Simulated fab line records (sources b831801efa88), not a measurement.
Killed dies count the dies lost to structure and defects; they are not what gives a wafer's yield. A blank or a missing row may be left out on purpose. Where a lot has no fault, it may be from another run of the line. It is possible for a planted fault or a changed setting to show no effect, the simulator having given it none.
Which tool was responsible?    flow gf180mcu    Sampling: 16 lots, 48 wafers, 5 of 602 route steps

WHAT THE GAUGES READ, wafer by wafer
GF_STI_THK_MEAS_02.
lot   measured     on             STI_OXIDATION_THK (nm)
L982  day 1 16:35  film_metro-03  10.05 10.10 10.09
L983  day 1 21:31  film_metro-01  10.36 10.40 10.37
L984  day 2 03:06  film_metro-01  10.18 10.22 10.14
L985  day 2 07:31  film_metro-02  10.16 9.82 10.20
L986  day 2 12:31  film_metro-02  10.24 10.30 10.06
L987  day 2 17:31  film_metro-02  10.25 10.09 10.15
L988  day 2 22:31  film_metro-02  10.25 10.08 10.04
L989  day 3 03:32  film_metro-03  10.14 10.17 10.34
L990  day 3 09:23  film_metro-02  9.94 10.26 10.32
L991  day 3 13:32  film_metro-03  10.14 10.08 10.15
L992  day 3 19:20  film_metro-03  10.20 10.10 10.21
L993  day 4 01:48  film_metro-01  10.07 10.21 10.14
L995  day 4 10:11  film_metro-01  10.07 10.09 10.16
L996  day 4 14:31  film_metro-02  9.97 10.15 10.03
L100  day 5 10:31  film_metro-03  9.89 9.82 9.96
L102  day 5 20:32  film_metro-02  10.00 9.97 9.94

GF_STI_THK_MEAS_04.
lot   measured     on             STI_CVD_03_THK (nm)
L982  day 1 18:38  film_metro-02  209.2 209.0 209.4
L983  day 1 23:34  film_metro-03  208.3 210.1 210.0
L984  day 2 05:09  film_metro-02  210.7 210.9 208.9
L985  day 2 09:34  film_metro-03  208.9 208.6 207.9
L986  day 2 14:34  film_metro-03  207.8 208.0 207.6
L987  day 2 19:34  film_metro-03  209.1 210.8 208.3
L988  day 3 00:34  film_metro-01  211.5 210.0 209.7
L989  day 3 05:35  film_metro-01  210.5 210.6 209.8
L990  day 3 11:26  film_metro-03  209.4 209.1 209.6
L991  day 3 15:35  film_metro-01  209.1 209.2 210.6
L992  day 3 21:23  film_metro-01  208.7 207.4 209.6
L993  day 4 03:51  film_metro-02  208.8 208.4 209.2
L995  day 4 12:14  film_metro-01  209.7 209.2 208.3
L996  day 4 16:34  film_metro-03  210.0 211.0 212.3
L100  day 5 12:34  film_metro-01  207.6 208.1 207.4
L102  day 6 04:19  film_metro-01  205.8 205.9 206.0

GF_HV_LDD_THK_MEAS_55.
lot   measured      on             HV_LDD_CVD_54_THK (nm)
L982  day 12 22:24  film_metro-04  10.19 10.06 10.25
L983  day 13 00:52  film_metro-04  10.03 9.84 9.99
L984  day 13 09:11  film_metro-03  10.03 10.04 10.01
L985  day 13 19:45  film_metro-03  9.97 10.01 10.00
L986  day 13 23:40  film_metro-02  10.13 10.23 10.17
L987  day 14 07:46  film_metro-03  9.93 10.09 9.84
L988  day 14 17:52  film_metro-03  10.01 10.16 10.07
L989  day 15 04:28  film_metro-04  9.90 10.02 10.11
L990  day 15 08:50  film_metro-03  10.00 9.92 9.94
L991  day 16 00:25  film_metro-04  10.00 10.03 10.11
L992  day 16 06:00  film_metro-02  9.79 9.87 9.90
L993  day 16 12:51  film_metro-04  9.88 9.96 10.01
L995  day 17 06:12  film_metro-03  10.04 9.94 9.95
L996  day 17 12:07  film_metro-04  9.77 9.87 9.84
L100  day 18 19:44  film_metro-03  10.06 10.13 9.96
L102  day 19 18:45  film_metro-03  9.86 9.95 9.93

GF_NSD_CD_MEAS_07 targets a cd of 400 nm.
lot   measured      on         cd_nm (nm)
L982  day 13 19:41  cd_sem-02  401.4 398.5 400.1
L983  day 13 23:35  cd_sem-02  394.4 397.5 393.8
L984  day 14 06:54  cd_sem-02  397.9 398.1 399.3
L985  day 14 17:43  cd_sem-01  400.1 399.2 401.5
L986  day 14 21:48  cd_sem-01  397.8 397.4 396.0
L987  day 15 06:39  cd_sem-01  398.1 396.7 397.8
L988  day 15 17:59  cd_sem-02  394.5 396.6 392.9
L989  day 16 03:42  cd_sem-02  401.0 400.2 397.6
L990  day 16 08:04  cd_sem-02  402.0 402.4 400.6
L991  day 16 23:54  cd_sem-02  401.4 400.2 402.5
L992  day 17 06:31  cd_sem-01  402.0 402.1 402.1
L993  day 17 13:50  cd_sem-01  399.0 396.2 398.7
L995  day 18 07:56  cd_sem-02  351.1 354.2 354.0 351.3 354.1 353.7
L996  day 18 15:11  cd_sem-02  351.7 349.8 351.9 351.6 349.6 351.3
L100  day 19 21:13  cd_sem-01  370.9 370.1 370.8 371.1 370.2 371.6
L102  day 20 20:00  cd_sem-01  377.4 377.5 376.3 377.1 377.3 376.9

WHAT TOOL EACH LOT RAN ON (gives the tool, then ch and the chambers of the sampled wafers, and finally the start)
lot   GF_NSD_EXPOSE_04
L982  iline_stepper-01 ch 0, day 13 09:56
L983  iline_stepper-02 ch 0, day 13 13:36
L984  iline_stepper-01 ch 0, day 13 20:46
L985  iline_stepper-01 ch 0, day 14 07:35
L986  iline_stepper-01 ch 0, day 14 11:39
L987  iline_stepper-01 ch 0, day 14 19:58
L988  iline_stepper-01 ch 0, day 15 07:08
L989  iline_stepper-01 ch 0, day 15 16:45
L990  iline_stepper-01 ch 0, day 15 21:14
L991  iline_stepper-01 ch 0, day 16 13:04
L992  iline_stepper-02 ch 0, day 16 18:48
L993  iline_stepper-02 ch 0, day 17 02:41
L995  iline_stepper-01 ch 0, day 17 20:29
L996  iline_stepper-01 ch 0, day 18 03:19
L100  iline_stepper-01 ch 0, day 19 09:21
L102  iline_stepper-01 ch 0, day 20 07:49
- GF_NSD_EXPOSE_04: exposes mask Nplus, target cd 400 nm.

WHAT THE TOOLS THEMSELVES READ (means of the sampled wafers that have a number; where no wafer has one, the mark that the record gives instead)
GF_NSD_EXPOSE_04.
lot   tool              exposure_dose_mJ_cm2  stage_vel_mm_s (mm/s)
L982  iline_stepper-01  139.77                500.02
L983  iline_stepper-02  140.10                499.98
L984  iline_stepper-01  139.87                499.91
L985  iline_stepper-01  139.90                499.99
L986  iline_stepper-01  139.88                500.20
L987  iline_stepper-01  139.74                499.96
L988  iline_stepper-01  139.79                499.56
L989  iline_stepper-01  139.68                500.09
L990  iline_stepper-01  139.94                499.64
L991  iline_stepper-01  139.79                499.99
L992  iline_stepper-02  139.76                499.95
L993  iline_stepper-02  139.99                499.99
L995  iline_stepper-01  119.00                500.10
L996  iline_stepper-01  119.07                499.82
L100  iline_stepper-01  126.43                499.81
L102  iline_stepper-01  129.30                499.89

THE ANSWER, worked out from the rows above alone
Rule: the usual values come from the lots themselves. The widest of any qualifying gaps counts: lots, ordered by their means at a reading, are off when they make up no more than a third of the lots, leave a main group of 4 or more, and stand apart from it by 3 or more times the standard deviation of that group's means. A main group is skipped when, at the precision printed for the reading in the tables above, its means are all equal. Also off: a lot with no number at a reading for which 4 or more lots have one. Any other lot the step has rows for is counted as sound. After the gauges, taken in route order, come the tools' own readings; for these a lot's mean is taken, as printed above. The first step at which some lot is off is used, and at that step the reading that is off furthest; a lot without a number counts as furthest.
Off, at GF_NSD_CD_MEAS_07 on cd_nm: L995, L996, L100, L102. Mean 398.8 nm and standard deviation 2.3 in the main group.
A tool fits if, at a process step before that reading, it ran every lot that is off, and no sound lot after the first of them. Not tried: the gauges at GF_NSD_CD_MEAS_07; whatever is off there is also off at GF_NSD_EXPOSE_04, on other tools, and gauge error can't account for it. One candidate fits, namely iline_stepper-01 at GF_NSD_EXPOSE_04. Its last sound lot is L991 (day 16 13:04), its first lot that is off L995 (day 17 20:29): a fault that began between those two fits.
The tool's own readings at GF_NSD_EXPOSE_04 bear it out: on the lots that are off they differ by more than 5 times the standard deviation of the sound lots' means. exposure_dose_mJ_cm2 reads 123.45 there against 139.85 on the sound lots.

WHAT THE SIMULATOR HAD INSERTED
Process parameter drift: iline_stepper-01, from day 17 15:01 on, at GF_NSD_EXPOSE_04. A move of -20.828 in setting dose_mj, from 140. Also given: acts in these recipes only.
Lots struck among those shown: L995, L996, L100, L102. Same finding as the rule above.
